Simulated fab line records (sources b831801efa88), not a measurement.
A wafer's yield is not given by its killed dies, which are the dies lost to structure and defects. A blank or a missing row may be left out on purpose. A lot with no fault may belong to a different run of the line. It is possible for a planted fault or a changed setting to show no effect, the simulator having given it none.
fab line records	flow sky130
[record] lots = 5	wafers = 15	last-day = 49
route steps=708 shown VT_ADJUST_LVTN@102 VT_ADJUST_NCORE@119
lots that met no fault: taken from a fault-free run of the same line
start-h: hours from the record's opening day to when the first of the lot's shown wafers began	wait-h: hours from the lot's prior step to this one	" the same as in the row above	L1.1+2: several wafers, shown together as one row	- no value, or no start given	* or withheld: withheld	< > ~ a bound
route shown NAME@n: names a module that has steps shown in the file, with the first one's number in the route	usual: the fault-free wafers' mean and standard deviation	same: alike in all rows	chamber/n: place in a boat	sites: per-site readings	_std_site: how widely they spread, as a standard deviation	_edge_site: outer sites' mean less inner sites'	radius-mm: how far each site lies from the wafer's centre	mask NAME#n: copy n	behind: tool/chamber where the wafer was last shaped	hold: the reason the lot was held/the length of the hold in hours/how it ended	device: transistor that didn't switch, given as n, p or np	end of line: tests run on the same wafers once the route is complete	a step with no rows: only its recipe	killed: at the first sort, the dies lost to defects and structure; wafer yield is something else	map: per-die view of a wafer (x killed, . not killed, _ where there is no die)
set.NAME: the setting that was run; set.NAME@STEP: the one run at that earlier step	model.NAME: the simulator's own value behind a step, which no gauge read
lots at some steps of the route; a table a step, a row a wafer
services: from which hour (start-h, from the record's first day; less than 0 if before it) a tool's chamber was out of use, for how many hours, and why
[[steps]]
[step SKY_VT_ADJUST_LVTN_PEB_05]
[recipe] temp-c = 115	time-s = withheld
[usual] chill-plate-temp-C = 23.01/0.097	resist-line-temp-C = 23.02/0.12
lot.wafer	tool	chamber	start-h	wait-h	chill-plate-temp-C	resist-line-temp-C
L075.3	litho-track-04	0	-	-	23.02	22.99
L075.5	"	0	"	"	22.97	23.03
L075.6	"	0	"	"	22.98	22.93
L086.2	litho-track-04	0	-	-	23.16	22.97
L086.3	"	0	"	"	23.21	23.00
L086.4	"	0	"	"	23.14	22.95
L087.1	litho-track-02	0	-	-	23.13	23.04
L087.2	"	0	"	"	23.22	22.97
L087.5	"	0	"	"	23.15	22.93
L088.2	litho-track-02	0	-	-	22.82	22.88
L088.3	"	0	"	"	22.89	22.94
L088.5	"	0	"	"	22.90	22.98
L094.3	litho-track-02	0	-	-	23.05	23.02
L094.4	"	0	"	"	23.09	22.93
L094.5	"	0	"	"	23.11	22.99
[step SKY_VT_ADJUST_LVTN_DEVELOP_06]
[recipe] wall-angle-deg = 90	developer = TMAH	develop-time-s = 60	dev-temp-c = 23
[usual] chill-plate-temp-C = 22.99/0.089	resist-line-temp-C = 23.02/0.098
lot.wafer	tool	chamber	start-h	wait-h	chill-plate-temp-C	resist-line-temp-C
L075.3	litho-track-04	0	-	-	22.83	22.97
L075.5	"	0	"	"	22.79	23.14
L075.6	"	0	"	"	22.91	23.08
L086.2	litho-track-04	0	-	-	22.97	23.01
L086.3	"	0	"	"	23.06	23.04
L086.4	"	0	"	"	23.08	22.95
L087.1	litho-track-02	0	-	-	22.98	22.96
L087.2	"	0	"	"	22.95	23.02
L087.5	"	0	"	"	23.00	23.02
L088.2	litho-track-02	0	-	-	22.99	23.02
L088.3	"	0	"	"	23.14	23.05
L088.5	"	0	"	"	22.94	22.95
L094.3	litho-track-02	0	-	-	23.00	22.91
L094.4	"	0	"	"	23.07	22.97
L094.5	"	0	"	"	23.12	23.16
[step SKY_VT_ADJUST_LVTN_OVL_MEAS_07]
[usual] VT_ADJUST_LVTN_OVL = 0.0/1
lot.wafer	tool	chamber	start-h	wait-h	VT_ADJUST_LVTN_OVL[nm]
L075.3	overlay-02	-	152.55	-	-0.1
L075.5	"	-	"	"	0.2
L075.6	"	-	"	"	0.0
L086.2	overlay-01	-	217.79	-	-0.4
L086.3	"	-	"	"	-0.3
L086.4	"	-	"	"	0.4
L087.1	overlay-01	-	224.99	-	0.0
L087.2	"	-	"	"	0.0
L087.5	"	-	"	"	-0.5
L088.2	overlay-01	-	228.64	-	0.0
L088.3	"	-	"	"	1.1
L088.5	"	-	"	"	-0.9
L094.3	overlay-01	-	280.75	-	-2.0
L094.4	"	-	"	"	-0.8
L094.5	"	-	"	"	-0.8
[step SKY_VT_ADJUST_LVTN_IMPLANT_08]
[recipe] species = B	energy-kev = 30	dose-cm2 = 1.57e+12	tilt-deg = withheld
lot.wafer	tool	chamber	start-h	wait-h
L075.3+5+6	implanter-04	0	152.62	0.1
L086.2+3+4	implanter-02	0	217.84	0.0
L087.1+2+5	implanter-01	0	225.02	0.0
L088.2+3+5	implanter-04	0	228.70	0.0
L094.3+4+5	implanter-01	0	280.82	0.1
[step SKY_VT_ADJUST_LVTN_STRIP_09]
[recipe] chemistry = O2/N2	power-w = 1400	pressure-mtorr = 1500	platen-temp-c = withheld	o2-flow-sccm = 3000	n2-flow-sccm = 300	overash-fraction = 0.5
[usual] chamber-pressure-mTorr = 1500.1/1.5	drypump-motor-current-A = 5.7/0.34	oes-product-au = 0.723/0.0047	strip-time-to-endpoint-s = 36.92/0.088
lot.wafer	tool	chamber	start-h	wait-h	chamber-pressure-mTorr	drypump-motor-current-A	oes-product-au	rf-hours-counter-h	strip-time-to-endpoint-s
L075.3	plasma-asher-03	1	152.75	0.1	1499.1	5.2	0.719	-	36.92
L075.5	"	1	"	"	1497.4	5.2	0.720	-	36.94
L075.6	"	0	"	"	1499.9	6.2	0.725	-	36.88
L086.2	plasma-asher-03	1	217.97	0.1	1498.0	5.1	0.725	41	36.87
L086.3	"	0	"	"	1497.7	6.2	0.722	-	36.84
L086.4	"	1	"	"	1498.4	5.2	0.726	-	36.94
L087.1	plasma-asher-01	1	225.17	0.1	1500.3	5.9	0.718	52	36.87
L087.2	"	0	"	"	1499.0	5.7	0.714	52	36.84
L087.5	"	0	"	"	1501.5	5.7	0.721	-	36.96
L088.2	plasma-asher-01	1	228.82	0.1	1503.1	5.9	0.724	52	36.97
L088.3	"	0	"	"	1499.4	5.7	0.718	-	36.88
L088.5	"	0	"	"	1501.7	5.7	0.725	-	36.91
L094.3	plasma-asher-01	1	280.96	0.1	1502.0	5.9	0.724	-	37.05
L094.4	"	0	"	"	1502.7	5.7	0.717	-	37.09
L094.5	"	0	"	"	1500.3	5.7	0.725	-	37.03
[step SKY_VT_ADJUST_LVTN_TW_MEAS_10]
[usual] VT_ADJUST_LVTN_TW = 242.5/1.6
lot.wafer	tool	chamber	start-h	wait-h	VT_ADJUST_LVTN_TW
L075.3	film-metro-01	-	152.84	0.1	241.9
L075.5	"	-	"	"	243.0
L075.6	"	-	"	"	242.4
L086.2	film-metro-03	-	218.08	0.1	243.7
L086.3	"	-	"	"	242.5
L086.4	"	-	"	"	242.9
L087.1	film-metro-03	-	225.27	0.1	243.8
L087.2	"	-	"	"	245.0
L087.5	"	-	"	"	244.5
L088.2	film-metro-01	-	228.93	0.1	240.0
L088.3	"	-	"	"	241.6
L088.5	"	-	"	"	241.0
L094.3	film-metro-01	-	281.04	0.1	242.8
L094.4	"	-	"	"	243.8
L094.5	"	-	"	"	244.3
[step SKY_VT_ADJUST_LVTN_DEHYDRATE_11]
[recipe] temp-c = 200	time-s = 60
[usual] chill-plate-temp-C = 22.99/0.11	resist-line-temp-C = 22.99/0.1
lot.wafer	tool	chamber	start-h	wait-h	chill-plate-temp-C	resist-line-temp-C
L075.3	litho-track-02	0	161.64	8.8	23.04	22.87
L075.5	"	0	"	"	22.95	22.93
L075.6	"	0	"	"	22.97	23.05
L086.2	litho-track-04	0	228.36	10.3	22.95	23.11
L086.3	"	0	"	"	22.99	23.21
L086.4	"	0	"	"	23.16	23.12
L087.1	litho-track-02	0	235.09	9.8	23.00	22.90
L087.2	"	0	"	"	23.10	22.86
L087.5	"	0	"	"	23.16	22.91
L088.2	litho-track-04	0	238.81	9.9	23.01	22.92
L088.3	"	0	"	"	22.85	22.88
L088.5	"	0	"	"	22.94	22.92
L094.3	litho-track-01	0	292.49	11.4	23.10	22.83
L094.4	"	0	"	"	22.88	22.67
L094.5	"	0	"	"	23.01	22.75
[step SKY_VT_ADJUST_LVTN_HMDS_12]
[recipe] prime-time-s = 60	prime-temp-c = 120
[usual] chill-plate-temp-C = 22.98/0.11	resist-line-temp-C = 22.99/0.096
[same] prime-time-s = 60
lot.wafer	tool	chamber	start-h	wait-h	chill-plate-temp-C	resist-line-temp-C
L075.3	litho-track-02	0	161.79	0.1	22.88	23.08
L075.5	"	0	"	"	22.92	23.09
L075.6	"	0	"	"	23.08	23.06
L086.2	litho-track-04	0	228.51	0.1	22.74	23.10
L086.3	"	0	"	"	22.87	23.10
L086.4	"	0	"	"	22.98	23.13
L087.1	litho-track-02	0	235.24	0.1	23.20	22.89
L087.2	"	0	"	"	23.01	23.06
L087.5	"	0	"	"	23.19	23.07
L088.2	litho-track-04	0	238.96	0.1	23.09	22.91
L088.3	"	0	"	"	23.25	22.81
L088.5	"	0	"	"	23.10	22.76
L094.3	litho-track-01	0	292.64	0.1	23.16	22.81
L094.4	"	0	"	"	22.93	22.92
L094.5	"	0	"	"	22.85	23.00
[step SKY_VT_ADJUST_LVTN_COAT_13]
[recipe] resist = NOVOLAK	spin-rpm = 3000	resist-thk-nm = 1140
[usual] chill-plate-temp-C = 22.99/0.11	resist-line-temp-C = 23.00/0.1
lot.wafer	tool	chamber	start-h	wait-h	chill-plate-temp-C	resist-line-temp-C
L075.3	litho-track-02	0	161.94	0.1	22.98	23.03
L075.5	"	0	"	"	23.01	23.13
L075.6	"	0	"	"	22.97	23.08
L086.2	litho-track-04	0	228.66	0.1	22.97	23.02
L086.3	"	0	"	"	22.90	22.94
L086.4	"	0	"	"	22.94	22.96
L087.1	litho-track-02	0	235.39	0.1	22.84	23.15
L087.2	"	0	"	"	22.73	23.08
L087.5	"	0	"	"	22.82	23.03
L088.2	litho-track-04	0	239.11	0.1	22.92	22.95
L088.3	"	0	"	"	22.89	22.88
L088.5	"	0	"	"	22.98	22.87
L094.3	litho-track-01	0	292.79	0.1	23.04	23.20
L094.4	"	0	"	"	22.92	23.10
L094.5	"	0	"	"	22.95	23.15
[step SKY_VT_ADJUST_LVTN_SOFTBAKE_14]
[recipe] temp-c = 90	time-s = 60	resist = NOVOLAK
[usual] chill-plate-temp-C = 23.00/0.11	resist-line-temp-C = 23.01/0.11
lot.wafer	tool	chamber	start-h	wait-h	chill-plate-temp-C	resist-line-temp-C
L075.3	litho-track-02	0	162.09	0.1	23.01	22.89
L075.5	"	0	"	"	23.14	22.92
L075.6	"	0	"	"	23.19	22.96
L086.2	litho-track-04	0	228.81	0.1	22.89	22.92
L086.3	"	0	"	"	22.94	22.95
L086.4	"	0	"	"	23.11	23.14
L087.1	litho-track-02	0	235.54	0.1	23.14	23.17
L087.2	"	0	"	"	23.06	22.98
L087.5	"	0	"	"	23.04	22.91
L088.2	litho-track-04	0	239.26	0.1	22.92	22.98
L088.3	"	0	"	"	22.95	22.94
L088.5	"	0	"	"	22.88	22.95
L094.3	litho-track-01	0	292.94	0.1	22.92	23.01
L094.4	"	0	"	"	22.92	23.00
L094.5	"	0	"	"	22.80	22.94
[step SKY_VT_ADJUST_LVTN_EXPOSE_15]
[recipe] mask-id = HVN_STD_DERIVED	na = 0.6	source-shape = conventional	sigma-outer = 0.6	polarization = unpolarized	target-cd-nm = 600	dose-mj = 163
lot.wafer	tool	chamber	start-h	wait-h	mask
L075.3+5+6	iline-stepper-02	0	-	-	HVN_STD_DERIVED#0
L086.2+3+4	iline-stepper-02	0	-	-	HVN_STD_DERIVED#0
L087.1+2+5	iline-stepper-02	0	-	-	HVN_STD_DERIVED#0
L088.2+3+5	iline-stepper-02	0	-	-	HVN_STD_DERIVED#0
L094.3+4+5	iline-stepper-02	0	-	-	HVN_STD_DERIVED#0
[step SKY_VT_ADJUST_LVTN_PEB_16]
[recipe] temp-c = withheld	time-s = *	resist = NOVOLAK
[usual] chill-plate-temp-C = *	resist-line-temp-C = *
lot.wafer	tool	chamber	start-h	wait-h	chill-plate-temp-C	resist-line-temp-C
L075.3	litho-track-02	0	-	-	*	*
L075.5	"	0	"	"	*	*
L075.6	"	0	"	"	*	*
L086.2	litho-track-02	0	-	-	*	*
L086.3	"	0	"	"	*	*
L086.4	"	0	"	"	*	*
L087.1	litho-track-01	0	-	-	*	*
L087.2	"	0	"	"	*	*
L087.5	"	0	"	"	*	*
L088.2	litho-track-02	0	-	-	*	*
L088.3	"	0	"	"	*	*
L088.5	"	0	"	"	*	*
L094.3	litho-track-01	0	-	-	*	*
L094.4	"	0	"	"	*	*
L094.5	"	0	"	"	*	*
[step SKY_VT_ADJUST_LVTN_DEVELOP_17]
[recipe] resist = NOVOLAK	developer = TMAH	develop-time-s = 60	dev-temp-c = 23
[usual] chill-plate-temp-C = 23.01/0.11	resist-line-temp-C = 23.00/0.11
lot.wafer	tool	chamber	start-h	wait-h	chill-plate-temp-C	resist-line-temp-C
L075.3	litho-track-02	0	171.19	0.1	23.16	23.02
L075.5	"	0	"	"	23.19	23.10
L075.6	"	0	"	"	23.27	23.04
L086.2	litho-track-02	0	239.41	0.1	23.11	22.87
L086.3	"	0	"	"	23.09	23.03
L086.4	"	0	"	"	22.98	23.20
L087.1	litho-track-01	0	246.24	0.1	22.92	23.00
L087.2	"	0	"	"	23.14	22.95
L087.5	"	0	"	"	23.01	23.08
L088.2	litho-track-02	0	250.01	0.1	23.07	22.97
L088.3	"	0	"	"	22.97	23.05
L088.5	"	0	"	"	22.94	22.99
L094.3	litho-track-01	0	304.89	0.1	22.81	22.92
L094.4	"	0	"	"	22.98	22.92
L094.5	"	0	"	"	22.98	23.08
[step SKY_VT_ADJUST_LVTN_OVL_MEAS_18]
[usual] VT_ADJUST_LVTN_01_OVL = -0.4/1.2
lot.wafer	tool	chamber	start-h	wait-h	VT_ADJUST_LVTN_01_OVL[nm]
L075.3	overlay-02	-	171.30	0.1	0.4
L075.5	"	-	"	"	0.5
L075.6	"	-	"	"	0.1
L086.2	overlay-01	-	239.54	0.1	-2.7
L086.3	"	-	"	"	-2.4
L086.4	"	-	"	"	-2.9
L087.1	overlay-01	-	246.39	0.1	0.0
L087.2	"	-	"	"	-1.4
L087.5	"	-	"	"	0.4
L088.2	overlay-02	-	250.14	0.1	-0.5
L088.3	"	-	"	"	-0.2
L088.5	"	-	"	"	-0.4
L094.3	overlay-02	-	305.00	0.1	0.3
L094.4	"	-	"	"	-0.1
L094.5	"	-	"	"	-0.9
[step SKY_VT_ADJUST_LVTN_IMPLANT_19]
[recipe] species = B	energy-kev = 30	dose-cm2 = 6.5e+11	tilt-deg = withheld
lot.wafer	tool	chamber	start-h	wait-h
L075.3+5+6	implanter-04	0	171.37	0.1
L086.2+3+4	implanter-02	0	239.60	0.0
L087.1+2+5	implanter-01	0	246.42	0.0
L088.2+3+5	implanter-01	0	250.20	0.0
L094.3+4+5	implanter-04	0	305.07	0.1
[step SKY_VT_ADJUST_LVTN_STRIP_20]
[recipe] chemistry = O2/N2	power-w = 1400	pressure-mtorr = 1500	platen-temp-c = withheld	o2-flow-sccm = 3000	n2-flow-sccm = 300	overash-fraction = 0.5
[usual] chamber-pressure-mTorr = 1500.0/1.4	drypump-motor-current-A = 5.7/0.39	oes-product-au = 0.716/0.0046	strip-time-to-endpoint-s = 14.17/0.036
lot.wafer	tool	chamber	start-h	wait-h	chamber-pressure-mTorr	drypump-motor-current-A	oes-product-au	rf-hours-counter-h	strip-time-to-endpoint-s
L075.3	plasma-asher-02	0	171.51	0.1	1501.3	5.3	0.722	-	14.17
L075.5	"	1	"	"	1500.8	6.1	0.724	-	14.21
L075.6	"	0	"	"	1500.0	5.3	0.711	-	14.18
L086.2	plasma-asher-02	1	239.72	0.1	1501.9	6.1	0.722	12	14.14
L086.3	"	0	"	"	1498.2	5.3	0.714	-	14.14
L086.4	"	1	"	"	1501.5	6.1	0.711	-	14.16
L087.1	plasma-asher-02	0	246.57	0.1	1499.1	5.3	0.707	13	14.22
L087.2	"	1	"	"	1499.7	6.1	0.712	13	14.19
L087.5	"	1	"	"	1503.0	6.1	0.721	-	14.23
L088.2	plasma-asher-02	0	250.32	0.1	1500.8	5.3	0.709	13	14.20
L088.3	"	0	"	"	1499.8	5.3	0.720	-	14.16
L088.5	"	1	"	"	1498.9	6.1	0.720	-	14.14
L094.3	plasma-asher-01	0	305.21	0.1	1499.5	5.7	0.716	-	14.20
L094.4	"	1	"	"	1501.2	5.9	0.721	-	14.23
L094.5	"	1	"	"	1500.8	5.9	0.720	-	14.17
[step SKY_VT_ADJUST_LVTN_TW_MEAS_21]
[usual] VT_ADJUST_LVTN_2_TW = 189.5/1.4
lot.wafer	tool	chamber	start-h	wait-h	VT_ADJUST_LVTN_2_TW
L075.3	film-metro-01	-	171.59	0.1	187.0
L075.5	"	-	"	"	187.2
L075.6	"	-	"	"	187.8
L086.2	film-metro-01	-	239.83	0.1	186.5
L086.3	"	-	"	"	187.8
L086.4	"	-	"	"	186.7
L087.1	film-metro-02	-	246.67	0.1	190.7
L087.2	"	-	"	"	191.0
L087.5	"	-	"	"	190.5
L088.2	film-metro-02	-	250.43	0.1	190.3
L088.3	"	-	"	"	190.4
L088.5	"	-	"	"	190.7
L094.3	film-metro-03	-	305.29	0.1	190.3
L094.4	"	-	"	"	189.6
L094.5	"	-	"	"	190.2
[step SKY_VT_ADJUST_NCORE_DEHYDRATE_00]
[recipe] temp-c = 200	time-s = 60
[usual] chill-plate-temp-C = 23.01/0.11	resist-line-temp-C = 23.01/0.12
lot.wafer	tool	chamber	start-h	wait-h	chill-plate-temp-C	resist-line-temp-C
L075.3	litho-track-02	0	181.34	9.7	22.86	23.02
L075.5	"	0	"	"	22.83	23.18
L075.6	"	0	"	"	22.92	23.06
L086.2	litho-track-02	0	250.16	10.3	23.00	23.03
L086.3	"	0	"	"	23.03	23.18
L086.4	"	0	"	"	23.03	23.02
L087.1	litho-track-04	0	256.43	9.8	22.88	22.96
L087.2	"	0	"	"	22.98	23.05
L087.5	"	0	"	"	23.06	22.97
L088.2	litho-track-02	0	260.56	10.1	22.91	22.95
L088.3	"	0	"	"	23.00	23.22
L088.5	"	0	"	"	22.89	22.94
L094.3	litho-track-04	0	316.28	11.0	23.00	23.10
L094.4	"	0	"	"	22.88	23.09
L094.5	"	0	"	"	23.11	23.09
[step SKY_VT_ADJUST_NCORE_HMDS_01]
[recipe] prime-time-s = 60	prime-temp-c = 120
[usual] chill-plate-temp-C = 23.00/0.12	resist-line-temp-C = 23.01/0.11
[same] prime-time-s = 60
lot.wafer	tool	chamber	start-h	wait-h	chill-plate-temp-C	resist-line-temp-C
L075.3	litho-track-02	0	181.49	0.1	22.94	23.10
L075.5	"	0	"	"	22.93	22.98
L075.6	"	0	"	"	22.89	23.12
L086.2	litho-track-02	0	250.31	0.1	23.05	22.77
L086.3	"	0	"	"	23.06	22.82
L086.4	"	0	"	"	23.15	22.83
L087.1	litho-track-04	0	256.58	0.1	22.98	23.10
L087.2	"	0	"	"	22.91	22.98
L087.5	"	0	"	"	22.85	22.99
L088.2	litho-track-02	0	260.71	0.1	23.22	23.16
L088.3	"	0	"	"	23.03	23.11
L088.5	"	0	"	"	23.15	23.03
L094.3	litho-track-04	0	316.43	0.1	22.89	22.97
L094.4	"	0	"	"	23.02	23.06
L094.5	"	0	"	"	22.91	23.02
[step SKY_VT_ADJUST_NCORE_COAT_02]
[recipe] resist = NOVOLAK	spin-rpm = 3000	resist-thk-nm = 1140
[usual] chill-plate-temp-C = 23.01/0.089	resist-line-temp-C = 22.99/0.1
lot.wafer	tool	chamber	start-h	wait-h	chill-plate-temp-C	resist-line-temp-C
L075.3	litho-track-02	0	181.64	0.1	23.04	22.99
L075.5	"	0	"	"	23.13	22.96
L075.6	"	0	"	"	22.95	22.94
L086.2	litho-track-02	0	250.46	0.1	23.06	23.12
L086.3	"	0	"	"	23.09	23.02
L086.4	"	0	"	"	23.08	22.92
L087.1	litho-track-04	0	256.73	0.1	23.02	23.07
L087.2	"	0	"	"	23.01	22.94
L087.5	"	0	"	"	23.00	22.92
L088.2	litho-track-02	0	260.86	0.1	23.00	23.15
L088.3	"	0	"	"	22.91	23.05
L088.5	"	0	"	"	22.93	23.12
L094.3	litho-track-04	0	316.58	0.1	22.99	22.97
L094.4	"	0	"	"	23.01	22.96
L094.5	"	0	"	"	22.90	22.99
[step SKY_VT_ADJUST_NCORE_SOFTBAKE_03]
[recipe] temp-c = 90	time-s = 60	resist = NOVOLAK
[usual] chill-plate-temp-C = 23.00/0.11	resist-line-temp-C = 22.99/0.11
lot.wafer	tool	chamber	start-h	wait-h	chill-plate-temp-C	resist-line-temp-C
L075.3	litho-track-02	0	181.79	0.1	23.01	22.81
L075.5	"	0	"	"	23.03	22.96
L075.6	"	0	"	"	22.84	23.03
L086.2	litho-track-02	0	250.61	0.1	22.99	22.82
L086.3	"	0	"	"	23.11	22.78
L086.4	"	0	"	"	23.02	22.79
L087.1	litho-track-04	0	256.88	0.1	23.10	23.20
L087.2	"	0	"	"	22.94	23.10
L087.5	"	0	"	"	23.03	23.01
L088.2	litho-track-02	0	261.01	0.1	23.10	22.72
L088.3	"	0	"	"	23.15	22.96
L088.5	"	0	"	"	23.24	22.84
L094.3	litho-track-04	0	316.73	0.1	23.01	23.09
L094.4	"	0	"	"	23.04	22.85
L094.5	"	0	"	"	22.95	22.89
[step SKY_VT_ADJUST_NCORE_EXPOSE_04]
[recipe] mask-id = LVTN_COMPLEMENT_THIN	na = 0.6	source-shape = conventional	sigma-outer = 0.6	polarization = unpolarized	target-cd-nm = 380	dose-mj = 139
lot.wafer	tool	chamber	start-h	wait-h	mask
L075.3+5+6	iline-stepper-02	0	-	-	LVTN_COMPLEMENT_THIN#0
L086.2+3+4	iline-stepper-02	0	-	-	LVTN_COMPLEMENT_THIN#0
L087.1+2+5	iline-stepper-01	0	-	-	LVTN_COMPLEMENT_THIN#0
L088.2+3+5	iline-stepper-02	0	-	-	LVTN_COMPLEMENT_THIN#0
L094.3+4+5	iline-stepper-01	0	-	-	LVTN_COMPLEMENT_THIN#0
[step SKY_VT_ADJUST_NCORE_PEB_05]
[recipe] temp-c = withheld	time-s = *	resist = NOVOLAK
[usual] chill-plate-temp-C = *	resist-line-temp-C = *
lot.wafer	tool	chamber	start-h	wait-h	chill-plate-temp-C	resist-line-temp-C
L075.3	litho-track-03	0	-	-	*	*
L075.5	"	0	"	"	*	*
L075.6	"	0	"	"	*	*
L086.2	litho-track-04	0	-	-	*	*
L086.3	"	0	"	"	*	*
L086.4	"	0	"	"	*	*
L087.1	litho-track-03	0	-	-	*	*
L087.2	"	0	"	"	*	*
L087.5	"	0	"	"	*	*
L088.2	litho-track-02	0	-	-	*	*
L088.3	"	0	"	"	*	*
L088.5	"	0	"	"	*	*
L094.3	litho-track-03	0	-	-	*	*
L094.4	"	0	"	"	*	*
L094.5	"	0	"	"	*	*
[step SKY_VT_ADJUST_NCORE_DEVELOP_06]
[recipe] resist = NOVOLAK	developer = TMAH	develop-time-s = 60	dev-temp-c = 23
[usual] chill-plate-temp-C = 22.99/0.11	resist-line-temp-C = 23.00/0.1
lot.wafer	tool	chamber	start-h	wait-h	chill-plate-temp-C	resist-line-temp-C
L075.3	litho-track-03	0	191.33	0.1	23.03	22.91
L075.5	"	0	"	"	23.08	23.24
L075.6	"	0	"	"	22.94	23.18
L086.2	litho-track-04	0	261.26	0.1	22.91	22.96
L086.3	"	0	"	"	22.91	22.93
L086.4	"	0	"	"	23.05	22.88
L087.1	litho-track-03	0	267.53	0.1	23.02	22.97
L087.2	"	0	"	"	23.12	23.05
L087.5	"	0	"	"	23.15	23.07
L088.2	litho-track-02	0	272.31	0.1	22.85	23.15
L088.3	"	0	"	"	22.97	23.00
L088.5	"	0	"	"	22.89	23.11
L094.3	litho-track-03	0	328.87	0.1	22.85	22.77
L094.4	"	0	"	"	22.88	22.92
L094.5	"	0	"	"	22.88	22.87
[step SKY_VT_ADJUST_NCORE_CD_MEAS_07]
[recipe] target-cd-nm = 380
[usual] cd-nm = 379.9/2.9
lot.wafer	tool	chamber	start-h	wait-h	cd-nm
L075.3	cd-sem-01	-	191.47	0.1	377.2
L075.5	"	-	"	"	377.2
L075.6	"	-	"	"	378.8
L086.2	cd-sem-02	-	261.40	0.1	382.3
L086.3	"	-	"	"	379.9
L086.4	"	-	"	"	382.1
L087.1	cd-sem-01	-	267.68	0.1	380.6
L087.2	"	-	"	"	383.4
L087.5	"	-	"	"	379.4
L088.2	cd-sem-02	-	272.46	0.1	383.9
L088.3	"	-	"	"	382.4
L088.5	"	-	"	"	382.4
L094.3	cd-sem-02	-	329.01	0.1	379.2
L094.4	"	-	"	"	381.0
L094.5	"	-	"	"	378.9
[[services]]
tool	chamber	start-h	hours	kind
implanter-01	-	129.20	1.8	repair
implanter-01	-	136.49	1.4	repair
implanter-04	-	136.84	6.5	repair
iline-stepper-02	-	137.35	1.9	repair
implanter-01	-	160.91	4.4	repair
iline-stepper-02	-	170.02	5.1	repair
implanter-02	-	196.37	4.7	pm
implanter-01	-	198.62	1.7	repair
implanter-01	-	243.16	2.4	repair
iline-stepper-01	-	249.81	1.7	pm
plasma-asher-01	-	255.15	1.7	repair
implanter-02	-	272.05	1.7	repair
iline-stepper-02	-	275.03	1.7	pm
iline-stepper-01	-	275.53	27.0	repair
plasma-asher-02	-	279.06	2.4	repair
iline-stepper-01	-	307.24	0.7	repair
[[key]]
fault none
